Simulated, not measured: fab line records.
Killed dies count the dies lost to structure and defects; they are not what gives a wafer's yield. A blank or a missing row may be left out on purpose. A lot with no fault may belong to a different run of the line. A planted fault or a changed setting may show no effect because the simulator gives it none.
Which tool is to blame? + flow sky130 + 24 lots, 72 wafers sampled, at 3 steps of a route of 708

## WHAT THE GAUGES SHOWED, per wafer
SKY_VIA2_THK_MEAS_01.
| lot  | measured     | on            | VIA2_HDPCVD_THK (nm) |
|------|--------------|---------------|----------------------|
| L074 | day 35 10:52 | film-metro-01 | 1193 1198 1180       |
| L075 | day 35 10:56 | film-metro-02 | 1193 1175 1175       |
| L076 | day 35 17:38 | film-metro-01 | 1199 1185 1188       |
| L077 | day 35 23:36 | film-metro-02 | 1175 1171 1167       |
| L078 | day 36 06:50 | film-metro-03 | 1183 1169 1183       |
| L079 | day 36 15:47 | film-metro-01 | 1169 1169 1168       |
| L080 | day 36 22:15 | film-metro-01 | 1167 1170 1171       |
| L081 | day 37 14:06 | film-metro-02 | 1170 1194 1188       |
| L082 | day 37 20:21 | film-metro-01 | 1179 1185 1187       |
| L084 | day 38 11:11 | film-metro-02 | 1167 1165 1163       |
| L083 | day 38 12:34 | film-metro-02 | 1186 1175 1180       |
| L086 | day 39 13:15 | film-metro-02 | 1172 1181 1181       |
| L085 | day 39 16:21 | film-metro-02 | 1171 1180 1168       |
| L088 | day 40 08:07 | film-metro-03 | 1171 1183 1187       |
| L087 | day 40 09:19 | film-metro-02 | 1167 1153 1176       |
| L089 | day 40 11:41 | film-metro-02 | 1161 1190 1187       |
| L090 | day 40 19:23 | film-metro-03 | 1185 1171 1163       |
| L091 | day 40 23:35 | film-metro-03 | 1176 1186 1178       |
| L092 | day 41 00:49 | film-metro-02 | 1155 1166 1163       |
| L093 | day 41 07:13 | film-metro-03 | 1165 1172 1178       |
| L094 | day 41 08:49 | film-metro-03 | 1160 1177 1181       |
| L095 | day 41 11:57 | film-metro-02 | 1200 1198 1182       |
| L096 | day 41 23:51 | film-metro-03 | 1194 1188 1171       |
| L097 | day 42 06:01 | film-metro-02 | 1189 1197 1161       |

SKY_VIA2_OVL_MEAS_13.
| lot  | measured     | on         | VIA2_OVL (nm) |
|------|--------------|------------|---------------|
| L074 | day 36 13:34 | overlay-02 | -13 -11 -4    |
| L075 | day 36 13:42 | overlay-01 | -3 0 -8       |
| L076 | day 36 19:31 | overlay-01 | -3 -5 -2      |
| L077 | day 37 02:21 | overlay-02 | -10 -7 -11    |
| L078 | day 37 09:16 | overlay-01 | -4 1 -6       |
| L079 | day 37 18:22 | overlay-01 | 2 4 2         |
| L080 | day 38 00:16 | overlay-02 | -7 -6 -8      |
| L081 | day 38 15:55 | overlay-02 | -4 -7 0       |
| L082 | day 38 22:33 | overlay-02 | -9 -10 -8     |
| L084 | day 39 13:17 | overlay-01 | -7 -6 -2      |
| L083 | day 39 13:58 | overlay-02 | -2 8 0        |
| L086 | day 40 14:31 | overlay-02 | 5 5 6         |
| L085 | day 40 17:40 | overlay-02 | -4 -3 -2      |
| L088 | day 41 09:16 | overlay-02 | -13 -9 -4     |
| L087 | day 41 10:34 | overlay-01 | 0 1 3         |
| L089 | day 41 12:07 | overlay-01 | 0 0 -3        |
| L090 | day 41 20:07 | overlay-02 | -4 -11 -8     |
| L091 | day 41 23:46 | overlay-02 | -11 -7 -6     |
| L092 | day 42 01:28 | overlay-01 | -15 -15 -21   |
| L093 | day 42 07:37 | overlay-01 | -5 -6 -5      |
| L094 | day 42 09:23 | overlay-02 | 5 5 6         |
| L095 | day 42 12:09 | overlay-02 | 4 2 12        |
| L096 | day 42 23:52 | overlay-02 | -4 -1 -4      |
| L097 | day 43 05:25 | overlay-02 | 0 6 1         |

## WHAT TOOL EACH LOT RAN ON (gives the tool, then ch and the chambers of the sampled wafers, and finally the start)
| lot  | SKY_METAL2_SPUTTER_01        |
|------|------------------------------|
| L074 | pvd-sputter-04, day 34 06:25 |
| L075 | pvd-sputter-02, day 34 06:38 |
| L076 | pvd-sputter-01, day 34 13:26 |
| L077 | pvd-sputter-04, day 34 20:13 |
| L078 | pvd-sputter-04, day 35 04:33 |
| L079 | pvd-sputter-02, day 35 12:13 |
| L080 | pvd-sputter-02, day 35 18:24 |
| L081 | pvd-sputter-01, day 36 11:43 |
| L082 | pvd-sputter-01, day 36 16:55 |
| L084 | pvd-sputter-04, day 37 08:37 |
| L083 | pvd-sputter-04, day 37 09:53 |
| L086 | pvd-sputter-02, day 38 10:11 |
| L085 | pvd-sputter-02, day 38 13:50 |
| L088 | pvd-sputter-01, day 39 06:31 |
| L087 | pvd-sputter-04, day 39 06:58 |
| L089 | pvd-sputter-02, day 39 09:05 |
| L090 | pvd-sputter-01, day 39 17:05 |
| L091 | pvd-sputter-04, day 39 20:50 |
| L092 | pvd-sputter-04, day 39 22:53 |
| L093 | pvd-sputter-02, day 40 05:13 |
| L094 | pvd-sputter-04, day 40 07:14 |
| L095 | pvd-sputter-02, day 40 10:29 |
| L096 | pvd-sputter-04, day 40 22:46 |
| L097 | pvd-sputter-01, day 41 05:28 |
- SKY_METAL2_SPUTTER_01: material TiN, target thk 20 nm, time 16.7 s.

## AS READ BY THE TOOLS THEMSELVES (means over the sampled wafers that have a number; for cases with no such wafer, the mark the record gives instead)
SKY_METAL2_SPUTTER_01.
| lot  | tool           | throttle-valve-pct (%) |
|------|----------------|------------------------|
| L074 | pvd-sputter-04 | 28.7                   |
| L075 | pvd-sputter-02 | 30.1                   |
| L076 | pvd-sputter-01 | 29.2                   |
| L077 | pvd-sputter-04 | 30.7                   |
| L078 | pvd-sputter-04 | 30.0                   |
| L079 | pvd-sputter-02 | 29.1                   |
| L080 | pvd-sputter-02 | 31.2                   |
| L081 | pvd-sputter-01 | 29.1                   |
| L082 | pvd-sputter-01 | 29.1                   |
| L084 | pvd-sputter-04 | 28.8                   |
| L083 | pvd-sputter-04 | 29.7                   |
| L086 | pvd-sputter-02 | 29.2                   |
| L085 | pvd-sputter-02 | 31.0                   |
| L088 | pvd-sputter-01 | 28.3                   |
| L087 | pvd-sputter-04 | 28.7                   |
| L089 | pvd-sputter-02 | 30.0                   |
| L090 | pvd-sputter-01 | 28.7                   |
| L091 | pvd-sputter-04 | 30.2                   |
| L092 | pvd-sputter-04 | 30.2                   |
| L093 | pvd-sputter-02 | 30.2                   |
| L094 | pvd-sputter-04 | 29.7                   |
| L095 | pvd-sputter-02 | 30.2                   |
| L096 | pvd-sputter-04 | 29.1                   |
| L097 | pvd-sputter-01 | 29.0                   |

## THE ANSWER, worked out from the rows above alone
Rule: what is usual is taken from the lots themselves. Put in order of their means at a reading, lots are off if they are a third of the lots or fewer, leave a main group of 4 or more, and stand apart from it by a gap of 3 or more times the standard deviation of the main group's means; of several such gaps the widest counts. Not used: any main group whose means are identical at the precision the tables above print for the reading. Also off: a lot with no number at a reading for which 4 or more lots have one. Where the step has rows for the other lots, those lots are counted as sound. The gauges are gone through in route order, then the tools' own readings, and for those a lot's mean is taken as printed above. At the first step where some lot is off, the reading lying furthest off is the one used; lots without a number count as furthest.
No lot is off at any reading shown: from this, nothing can be told.

## WHAT HAD BEEN PUT IN BY THE SIMULATOR
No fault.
